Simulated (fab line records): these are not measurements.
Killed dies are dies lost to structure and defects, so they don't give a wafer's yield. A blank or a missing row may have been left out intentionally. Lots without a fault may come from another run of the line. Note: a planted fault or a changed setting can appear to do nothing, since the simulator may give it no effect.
Which tool is to blame? | flow sky130 | Sampling: 14 lots, 42 wafers, 4 of 708 route steps

== WHAT THE GAUGES READ, wafer by wafer ==
The record lacks any reading of a measuring or inspecting step that a usual standard deviation could be used to judge.

== WHAT TOOL EACH LOT RAN ON (gives the tool, then ch and the chambers of the sampled wafers, and finally the start) ==
lot  | SKY_METAL1_DESCUM_17              | SKY_METAL1_ETCH_18                | SKY_METAL1_METAL_ETCH_19          | SKY_VIA1_CMP_24
L986 | rie metal-02 ch 0,1, day 32 13:55 | rie metal-02 ch 0,1, day 32 13:56 | rie metal-02 ch 0,1, day 32 14:01 | cmp-01 ch 1,2, day 33 19:20
L987 | rie metal-04 ch 0,1, day 32 18:14 | rie metal-04 ch 0,1, day 32 18:17 | rie metal-04 ch 0,1, day 32 18:21 | cmp-01 ch 0,3, day 33 23:19
L988 | rie metal-02 ch 0,1, day 33 07:58 | rie metal-02 ch 0,1, day 33 07:59 | rie metal-02 ch 0,1, day 33 08:04 | cmp-02 ch 0,1,3, day 34 12:24
L989 | rie metal-04 ch 0,1, day 33 15:05 | rie metal-04 ch 0,1, day 33 15:07 | rie metal-04 ch 0,1, day 33 15:10 | cmp-01 ch 0,1,2, day 34 20:14
L991 | rie metal-02 ch 0,1, day 34 21:55 | rie metal-02 ch 0,1, day 34 21:56 | rie metal-02 ch 0,1, day 34 22:01 | cmp-01 ch 0,1,3, day 36 03:26
L992 | rie metal-01 ch 0, day 35 00:53   | rie metal-01 ch 0, day 35 00:55   | rie metal-01 ch 0, day 35 00:58   | cmp-01 ch 0,1,2, day 36 05:20
L994 | rie metal-02 ch 0,1, day 35 09:52 | rie metal-02 ch 0,1, day 35 09:55 | rie metal-02 ch 0,1, day 35 09:59 | cmp-02 ch 0,2, day 36 14:47
L996 | rie metal-01 ch 0,1, day 35 20:23 | rie metal-01 ch 0,1, day 35 20:25 | rie metal-01 ch 0,1, day 35 20:28 | cmp-01 ch 0,3, day 37 00:50
L995 | rie metal-04 ch 0,1, day 35 22:01 | rie metal-04 ch 0,1, day 35 22:03 | rie metal-04 ch 0,1, day 35 22:07 | cmp-01 ch 1,2,3, day 37 02:13
L101 | rie metal-04 ch 0,1, day 37 23:44 | rie metal-04 ch 0,1, day 37 23:46 | rie metal-04 ch 0,1, day 37 23:50 | cmp-01 ch 0,2,3, day 39 03:13
L105 | rie metal-01 ch 0,1, day 38 14:47 | rie metal-01 ch 0,1, day 38 14:49 | rie metal-01 ch 0,1, day 38 14:52 | cmp-02 ch 1,2,3, day 39 19:00
L106 | rie metal-04 ch 0,1, day 39 00:17 | rie metal-04 ch 0,1, day 39 00:20 | rie metal-04 ch 0,1, day 39 00:24 | cmp-01 ch 0,3, day 40 04:17
L108 | rie metal-01 ch 1, day 39 23:43   | rie metal-01 ch 1, day 39 23:45   | rie metal-01 ch 1, day 39 23:49   | cmp-01 ch 0,1,3, day 41 03:07
L109 | rie metal-02 ch 0,1, day 40 02:07 | rie metal-02 ch 0,1, day 40 02:08 | rie metal-02 ch 0,1, day 40 02:13 | cmp-01 ch 0,2,3, day 41 06:29
- SKY_METAL1_DESCUM_17: chemistry O2, time 8 s.
- SKY_METAL1_ETCH_18: etches BARC in N2/H2, stops on SiO2, time 45.9 s, target depth 60 nm.
- SKY_METAL1_METAL_ETCH_19: etches the open film in Cl2/BCl3, stops on SiO2, target depth 360 nm, time 78 s.
- SKY_VIA1_CMP_24: polishes, stops on SiO2, t overpolish 15 s, target thk 0 nm.

== WHAT THE TOOLS THEMSELVES READ (means of the sampled wafers that have a number; where no wafer has one, the mark that the record gives instead) ==
SKY_METAL1_DESCUM_17.
lot  | tool         | drypump motor current A (A) | oes product au (a.u.)
L986 | rie metal-02 | 6.2                         | 1.000
L987 | rie metal-04 | 5.4                         | 0.983
L988 | rie metal-02 | 6.3                         | 1.002
L989 | rie metal-04 | 5.5                         | 0.981
L991 | rie metal-02 | 6.2                         | 1.009
L992 | rie metal-01 | 5.7                         | 1.002
L994 | rie metal-02 | 6.0                         | 0.993
L996 | rie metal-01 | 5.9                         | 0.996
L995 | rie metal-04 | 5.4                         | 1.002
L101 | rie metal-04 | 5.8                         | 0.992
L105 | rie metal-01 | 5.9                         | 0.988
L106 | rie metal-04 | 5.8                         | 0.979
L108 | rie metal-01 | 6.4                         | 0.979
L109 | rie metal-02 | 6.0                         | 0.993

SKY_METAL1_ETCH_18.
lot  | tool         | drypump motor current A (A) | oes product au (a.u.) | throttle valve pct (%)
L986 | rie metal-02 | 6.2                         | 0.854                 | 13.221
L987 | rie metal-04 | 5.4                         | 0.852                 | 13.224
L988 | rie metal-02 | 6.3                         | 0.853                 | 13.227
L989 | rie metal-04 | 5.5                         | 0.855                 | 13.220
L991 | rie metal-02 | 6.2                         | 0.854                 | 13.224
L992 | rie metal-01 | 5.7                         | 0.853                 | 13.226
L994 | rie metal-02 | 6.0                         | 0.852                 | 13.222
L996 | rie metal-01 | 5.9                         | 0.862                 | 13.227
L995 | rie metal-04 | 5.4                         | 0.857                 | 13.224
L101 | rie metal-04 | 5.8                         | 0.855                 | 13.216
L105 | rie metal-01 | 5.9                         | 0.859                 | 13.225
L106 | rie metal-04 | 5.8                         | 0.857                 | 13.228
L108 | rie metal-01 | 6.4                         | 0.854                 | 13.227
L109 | rie metal-02 | 6.0                         | 0.855                 | 13.216

SKY_METAL1_METAL_ETCH_19.
lot  | tool         | drypump motor current A (A) | oes product au (a.u.) | throttle valve pct (%)
L986 | rie metal-02 | 6.2                         | 0.855                 | 22.265
L987 | rie metal-04 | 5.4                         | 0.852                 | 22.261
L988 | rie metal-02 | 6.2                         | 0.857                 | 22.265
L989 | rie metal-04 | 5.4                         | 0.855                 | 22.264
L991 | rie metal-02 | 6.2                         | 0.858                 | 22.269
L992 | rie metal-01 | 5.7                         | 0.853                 | 22.270
L994 | rie metal-02 | 6.0                         | 0.858                 | 22.266
L996 | rie metal-01 | 5.9                         | 0.852                 | 22.269
L995 | rie metal-04 | 5.4                         | 0.857                 | 22.274
L101 | rie metal-04 | 5.8                         | 0.847                 | 22.264
L105 | rie metal-01 | 5.9                         | 0.859                 | 22.265
L106 | rie metal-04 | 5.8                         | 0.849                 | 22.265
L108 | rie metal-01 | 6.3                         | 0.855                 | 22.265
L109 | rie metal-02 | 6.0                         | 0.857                 | 22.273

SKY_VIA1_CMP_24.
lot  | tool   | edge zone pressure frac | head pressure psi (psi) | motor current A (A) | overpolish run s (s) | time to endpoint s (s)
L986 | cmp-01 | 0.996                   | 3.499                   | 10.8                | 14.986               | 67.4
L987 | cmp-01 | 0.998                   | 3.500                   | 12.8                | 15.007               | 65.5
L988 | cmp-02 | 0.997                   | 3.505                   | 11.9                | 15.002               | 64.0
L989 | cmp-01 | 0.998                   | 3.498                   | 10.8                | 15.009               | 67.0
L991 | cmp-01 | 1.000                   | 3.501                   | 11.8                | 15.008               | 66.5
L992 | cmp-01 | 1.004                   | 3.497                   | 10.8                | 15.002               | 69.6
L994 | cmp-02 | 0.998                   | 3.505                   | 12.3                | 14.994               | 67.4
L996 | cmp-01 | -                       | -                       | -                   | -                    | -
L995 | cmp-01 | -                       | -                       | -                   | -                    | -
L101 | cmp-01 | 1.003                   | 3.507                   | 12.3                | 14.990               | 64.7
L105 | cmp-02 | 1.001                   | 3.497                   | 10.5                | 14.996               | 68.3
L106 | cmp-01 | 0.998                   | 3.507                   | 12.7                | 14.995               | 64.7
L108 | cmp-01 | 1.000                   | 3.496                   | 11.3                | 15.005               | 67.6
L109 | cmp-01 | 1.000                   | 3.498                   | 12.0                | 14.987               | 68.1

== THE ANSWER, worked out from the rows above alone ==
Rule: usual is defined by the lots themselves. Put in order of their means at a reading, lots are off if they are a third of the lots or fewer, leave a main group of 4 or more, and stand apart from it by a gap of 3 or more times the standard deviation of the main group's means; of several such gaps the widest counts. If all means in a main group match to the digits the tables above print for the reading, that group is not used. Also off: a lot with no number at a reading for which 4 or more lots have one. The other lots that the step has rows for count as sound. After the gauges, taken in route order, come the tools' own readings; for these a lot's mean is taken, as printed above. At the first step where some lot is off, the reading lying furthest off is the one used; lots without a number count as furthest.
Off: L996, L995 (SKY_VIA1_CMP_24, edge zone pressure frac). Without a number there: L996, L995. Mean 0.999 and standard deviation 0.0023 in the main group.
A tool fits if, at that step or a process step before it, it ran every lot that is off, and no sound lot after the first of them. None of those tried fits.

== WHAT THE SIMULATOR HAD PUT IN ==
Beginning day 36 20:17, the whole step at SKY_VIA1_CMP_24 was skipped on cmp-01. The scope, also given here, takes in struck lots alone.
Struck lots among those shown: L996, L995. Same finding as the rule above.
